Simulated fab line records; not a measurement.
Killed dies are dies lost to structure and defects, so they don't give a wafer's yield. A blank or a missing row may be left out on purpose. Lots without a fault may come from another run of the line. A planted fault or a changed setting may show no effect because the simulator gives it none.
A lot that was struck, set against a sound lot    flow sky130    17 steps out of a route of 708
Sound: the wafers L612.3, L612.4, L612.5. Wafers struck: L626.2, L626.4, L626.6. The cause is given at the end.
For every step that has rows: the tool of each side, followed by ch and its chambers, followed by its first start. Under that, the readings that differ: sound wafers    struck wafers    difference of the means    sigmas: that difference in standard deviations of wafers without a fault.
alike: same words and numbers on both sides, and readings whose means sit less than 2 such deviations apart. not compared: any withheld reading, any reading some wafer has no value for, any bound like >300 that may hide the same value, and any number with overlapping values for which the record gives no deviation.
A row with sigmas, a row that says differs or no value, or rows on one side alone: a step with any of these is where the two part. Numbers that have no deviation but don't overlap get no sigmas and don't part them. A reading that every wafer of one side lacks parts them only if that side has two wafers or more.

SKY_VT_ADJUST_LVTN_OVL_MEAS_07:
  sound: overlay-02 at day 7 17:53; struck: overlay-02 at day 11 15:41
  alike: VT_ADJUST_LVTN_OVL
after that, 1 step had no rows for these wafers: SKY_VT_ADJUST_LVTN_IMPLANT_08.
SKY_VT_ADJUST_LVTN_STRIP_09: strips in O2/N2.
  sound on plasma asher-04 ch 0,1, day 7 18:05; struck on plasma asher-04 ch 0,1, day 11 15:52
  alike: drypump motor current A, oes product au, strip time to endpoint s
  not compared: rf hours counter h
SKY_VT_ADJUST_LVTN_TW_MEAS_10:
  sound: film metro-02 at day 7 18:11; struck: film metro-02 at day 11 15:59
  alike: VT_ADJUST_LVTN_TW
then, 7 steps without rows for these wafers: SKY_VT_ADJUST_LVTN_DEHYDRATE_11 (time 60 s); SKY_VT_ADJUST_LVTN_HMDS_12 (prime time 60 s); SKY_VT_ADJUST_LVTN_COAT_13 (resist thk 1140 nm); SKY_VT_ADJUST_LVTN_SOFTBAKE_14 (time 60 s); SKY_VT_ADJUST_LVTN_EXPOSE_15 (exposes mask HVN STD DERIVED, target cd 600 nm); SKY_VT_ADJUST_LVTN_PEB_16; SKY_VT_ADJUST_LVTN_DEVELOP_17 (develop time 60 s).
SKY_VT_ADJUST_LVTN_OVL_MEAS_18:
  sound: overlay-01 at day 8 14:53; struck: overlay-01 at day 12 15:14
  alike: VT_ADJUST_LVTN_01_OVL
SKY_VT_ADJUST_LVTN_IMPLANT_19:
  sound on implanter-01 ch 0, day 8 14:58; struck on implanter-01 ch 0, day 12 15:36
SKY_VT_ADJUST_LVTN_STRIP_20: strips in O2/N2.
  sound on plasma asher-04 ch 0,1, day 8 15:05; struck on plasma asher-04 ch 1, day 12 15:44
  alike: drypump motor current A, oes product au, strip time to endpoint s
  not compared: rf hours counter h
SKY_VT_ADJUST_LVTN_TW_MEAS_21:
  sound: film metro-02 at day 8 15:11; struck: film metro-02 at day 12 15:54
reading              sound              struck             difference  sigmas
VT_ADJUST_LVTN_2_TW  187.8 189.3 187.4  228.4 229.2 228.7  +40.6       +46
then, 1 step without rows for these wafers: SKY_VT_ADJUST_NCORE_DEHYDRATE_00 (time 60 s).
-- record jumps: 37 days separate the struck wafers' starts on either side; left off in module VT_ADJUST_NCORE, taken up again in module PAD_OPEN, whose first shown step is the route's number 708 --
SKY_PAD_OPEN_PROBE_99:
  sound: prober-02 at day 47 05:52; struck: prober-01 at day 50 02:14
reading                                     sound                struck                difference  sigmas
model.etest.res pwell under gate.rs ohm sq  2298 2296 2301       2184 2172 2148        -130        
model.etest.tip_n_5v.rs ohm sq              1378 1378 1378       1454 1465 1457        +81         
model.etest.nfet g5v0d10v5.drive ua um      615.6 612.3 614      594.9 598.8 596.5     -17.2       
model.etest.nfet_16v.drive ua um            224.9 226.3 224.7    215.2 215.7 216.3     -9.6        
model.etest.pfet_16v.drive ua um            235.9 243.9 243.6    267.5 259.9 266.6     +23.5       
model.etest.ring_5v.delay ps                44.84 44.65 44.61    45.1 45.47 45.4       +0.6        
model.etest.nfet g5v0d10v5.body rise v (V)  0.6667 0.668 0.6655  0.7402 0.7379 0.7339  +0.0706     
  alike: killed_at_M0_to_M3, killed_at_M4_up, killed at contacts, killed at front end, killed at other, killed dies, killed open, killed short
  not compared: model.etest.nfet g5v0d10v5.r on ohm um

## WHERE THEY PART
At SKY_VT_ADJUST_LVTN_TW_MEAS_21 and nowhere else, as far as this record goes. Later steps at which nothing parts them and some readings are alike: SKY_PAD_OPEN_PROBE_99.

WHY: what had been put in by the simulator
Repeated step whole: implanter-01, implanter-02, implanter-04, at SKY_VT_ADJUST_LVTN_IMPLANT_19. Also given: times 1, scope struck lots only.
